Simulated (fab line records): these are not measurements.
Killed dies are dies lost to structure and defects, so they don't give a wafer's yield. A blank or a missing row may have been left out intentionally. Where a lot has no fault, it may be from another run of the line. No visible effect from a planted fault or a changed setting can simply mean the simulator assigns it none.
Commonality check across tools ; flow sky130 ; Sampled: 11 lots, 39 wafers

## WHY IT WAS OPENED
SKY_LDD_N_TW_MEAS_17, reading LDD_N_TW: flagged on 2 of 11 lots. Wafers without a fault read 2592, standard deviation 14.
Rule: a lot gets a flag if all its wafers with a number sit over 4 standard deviations from that mean, or if no wafer of it has a number. The other lots count as sound.

lot;measured;on;LDD_N_TW, wafer by wafer;flag
L135;day 17 19:27;film_metro-02;2590 2575 2590;
L138;day 19 09:12;film_metro-01;2596 2601 2600;
L139;day 19 09:31;film_metro-03;2592 2587 2590;
L141;day 20 01:04;film_metro-02;2576 2589 2590;
L146;day 22 08:04;film_metro-02;2576 2588 2586;
L148;day 22 20:22;film_metro-01;2669 2686 2677 2693 2687 2677;FLAGGED
L149;day 22 21:55;film_metro-03;2661 2656 2663 2674 2664 2677;FLAGGED
L150;day 23 07:05;film_metro-02;2603 2599 2590;
L152;day 24 00:04;film_metro-01;2604 2603 2602;
L157;day 25 05:52;film_metro-01;2550 2580 2562;
L158;day 25 15:24;film_metro-01;2573 2565 2573;
On average the flagged lots' numbers are 2674, which is +82 against the usual, or +6 standard deviations.

## WHICH TOOL RAN EACH LOT
3 process steps preceding the reading are held in the record, out of 708 steps in the route. Cell contents, in order: the tool; ch with the chambers the sampled wafers went through; the start.
lot;flag;SKY_VT_ADJUST_HVTR_STRIP_10;SKY_LDD_N_IMPLANT_10;SKY_LDD_N_STRIP_16
L135;;plasma_asher-04 ch 0,1, day 9 11:17;implanter-02 ch 0, day 17 18:27;plasma_asher-01 ch 0,1, day 17 19:21
L138;;plasma_asher-04 ch 0,1, day 10 15:20;implanter-04 ch 0, day 19 08:12;plasma_asher-04 ch 0,1, day 19 09:06
L139;;plasma_asher-03 ch 0,1, day 10 17:05;implanter-03 ch 0, day 19 08:31;plasma_asher-04 ch 0,1, day 19 09:24
L141;;plasma_asher-04 ch 0,1, day 11 08:23;implanter-03 ch 0, day 20 00:04;plasma_asher-04 ch 0,1, day 20 00:58
L146;;plasma_asher-02 ch 1, day 12 21:11;implanter-02 ch 0, day 22 07:04;plasma_asher-04 ch 0,1, day 22 07:57
L148;FLAGGED;plasma_asher-04 ch 0,1, day 13 07:32;implanter-03 ch 0, day 22 19:23;plasma_asher-01 ch 0,1, day 22 20:16
L149;FLAGGED;plasma_asher-02 ch 0,1, day 13 12:08;implanter-03 ch 0, day 22 20:55;plasma_asher-04 ch 0, day 22 21:49
L150;;plasma_asher-03 ch 0,1, day 13 19:44;implanter-02 ch 0, day 23 06:04;plasma_asher-04 ch 0,1, day 23 06:57
L152;;plasma_asher-02 ch 0,1, day 14 09:50;implanter-04 ch 0, day 23 23:05;plasma_asher-02 ch 0,1, day 23 23:58
L157;;plasma_asher-04 ch 0,1, day 15 21:02;implanter-04 ch 0, day 25 04:53;plasma_asher-01 ch 0, day 25 05:46
L158;;plasma_asher-04 ch 0,1, day 16 03:38;implanter-04 ch 0, day 25 14:24;plasma_asher-02 ch 1, day 25 15:18
These steps, and what they do:
- SKY_VT_ADJUST_HVTR_STRIP_10: strips in O2/N2.
- SKY_LDD_N_IMPLANT_10
- SKY_LDD_N_STRIP_16: strips in O2/N2.
- SKY_LDD_N_TW_MEAS_17

## FLAGGED AGAINST TOTAL, ONE TOOL AT A TIME (gauges that did the reading follow at the end)
step;tool;lots run;flagged;share of the flagged lots;sound lots run after its first flagged lot
SKY_VT_ADJUST_HVTR_STRIP_10;plasma_asher-02;3;1;some;1 (L152)
SKY_VT_ADJUST_HVTR_STRIP_10;plasma_asher-03;2;0;none;-
SKY_VT_ADJUST_HVTR_STRIP_10;plasma_asher-04;6;1;some;2 (L157,L158)
SKY_LDD_N_IMPLANT_10;implanter-02;3;0;none;-
SKY_LDD_N_IMPLANT_10;implanter-03;4;2;all;0
SKY_LDD_N_IMPLANT_10;implanter-04;4;0;none;-
SKY_LDD_N_STRIP_16;plasma_asher-01;3;1;some;1 (L157)
SKY_LDD_N_STRIP_16;plasma_asher-02;2;0;none;-
SKY_LDD_N_STRIP_16;plasma_asher-04;6;1;some;1 (L150)
SKY_LDD_N_TW_MEAS_17;film_metro-01;5;1;some;3 (L152,L157,L158)
SKY_LDD_N_TW_MEAS_17;film_metro-02;4;0;none;-
SKY_LDD_N_TW_MEAS_17;film_metro-03;2;1;some;0

## WHAT IS ALLOWED BY THE TABLE
Rows of the table that ran each flagged lot: 1, that is implanter-03 at SKY_LDD_N_IMPLANT_10.
- implanter-03 at SKY_LDD_N_IMPLANT_10: 2 of its 4 lots flagged. A fault beginning between L141 (day 20 00:04), its last sound lot, and L148 (day 22 19:23), its first flagged one, fits the data. Its own readings lie more than 4 standard deviations out on every wafer of the flagged lots: beam_on_s, dose_ions_cm2.
What remains is a single tool, implanter-03 at SKY_LDD_N_IMPLANT_10.

## WHAT THE SIMULATOR PUT IN
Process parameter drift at SKY_LDD_N_IMPLANT_10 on implanter-03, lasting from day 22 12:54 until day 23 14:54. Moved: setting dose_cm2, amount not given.
Struck lots among those shown: L148, L149. The same result came from the rule above.
